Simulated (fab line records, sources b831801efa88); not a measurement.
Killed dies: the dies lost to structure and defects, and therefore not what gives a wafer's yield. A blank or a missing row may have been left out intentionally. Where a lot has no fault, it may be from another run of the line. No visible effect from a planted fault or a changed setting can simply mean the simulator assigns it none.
One fault through the eyes of 2 desks / flow gf180mcu / each desk has only its own numbers; what lay behind them comes last

THE TOOL OWNER'S DESK: litho-track-04
The tool's own readings at GF_DUAL_GATE_DEVELOP_10 (develop time 60 s): means of the sampled wafers that have a number, for each lot that ran on this tool. Marked OUT: a lot whose mean sits more than 4 standard deviations from the usual mean, which makes it out of limits; the brackets give that distance.
Columns: A = developer-temp-C at GF_DUAL_GATE_DEVELOP_10, usual 23.00 C
lot=L862; first seen here=day 8 16:35; A=22.95
lot=L863; first seen here=day 9 04:57; A=23.03
lot=L868; first seen here=day 10 15:11; A=22.88
lot=L869; first seen here=day 10 23:50; A=22.96
lot=L875; first seen here=day 12 14:35; A=25.35 (+20) OUT
lot=L878; first seen here=day 13 11:08; A=25.30 (+19) OUT
This desk finds L875, L878 out of limits, L875 being first, at day 12 14:35 (developer-temp-C at GF_DUAL_GATE_DEVELOP_10). L862, L863, L868, L869 stayed within limits.

AT THE METROLOGY DESK
What the gauges read, lot by lot, whatever tool the lot ran on: means of the sampled wafers that have a number. Marked OUT: a lot whose mean sits more than 4 standard deviations from the usual mean, which makes it out of limits; the brackets give that distance.
Columns: A = cd-nm at GF_HV_LDD_CD_MEAS_46, usual 400.2 nm; B = PSD_TW at GF_PSD_TW_MEAS_11, usual 3190
lot=L861; first seen here=day 12 15:35; A=400.9; B=3208
lot=L862; first seen here=day 12 19:41; A=399.4; B=3195
lot=L863; first seen here=day 13 09:20; A=400.8; B=3190
lot=L864; first seen here=day 14 01:18; A=398.6; B=3209
lot=L865; first seen here=day 14 07:53; A=399.6; B=3220
lot=L866; first seen here=day 14 20:25; A=399.2; B=3214
lot=L868; first seen here=day 15 01:35; A=400.6; B=3170
lot=L867; first seen here=day 15 05:21; A=400.0; B=3190
lot=L869; first seen here=day 15 11:51; A=402.3; B=3180
lot=L875; first seen here=day 17 09:22; A=399.2; B=3179
lot=L878; first seen here=day 18 08:40; A=400.1; B=3167
lot=L880; first seen here=day 19 07:27; A=397.4; B=3171
lot=L884; first seen here=day 20 10:59; A=403.3; B=3194
lot=L883; first seen here=day 20 12:37; A=401.8; B=3166
Finding of this desk: none of the 14 lots has anything out of limits.

ALL TOGETHER
At day 12 14:35, on L875, L878, the tool owner's desk was in a position to raise an alarm.
Nothing out of limits was seen by the metrology desk.
The metrology desk has L875, L878 on record, within its limits.
Of the lots named, all ran GF_DUAL_GATE_DEVELOP_10 on litho-track-04.

WHAT THE SIMULATOR HAD PUT IN
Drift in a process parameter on litho-track-04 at GF_DUAL_GATE_DEVELOP_10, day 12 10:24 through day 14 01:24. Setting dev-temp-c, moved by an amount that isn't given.
Struck lots among those shown: L875, L878.
Time in hours from fault onset to the first out-of-limits reading at each desk: the tool owner's desk, 4.
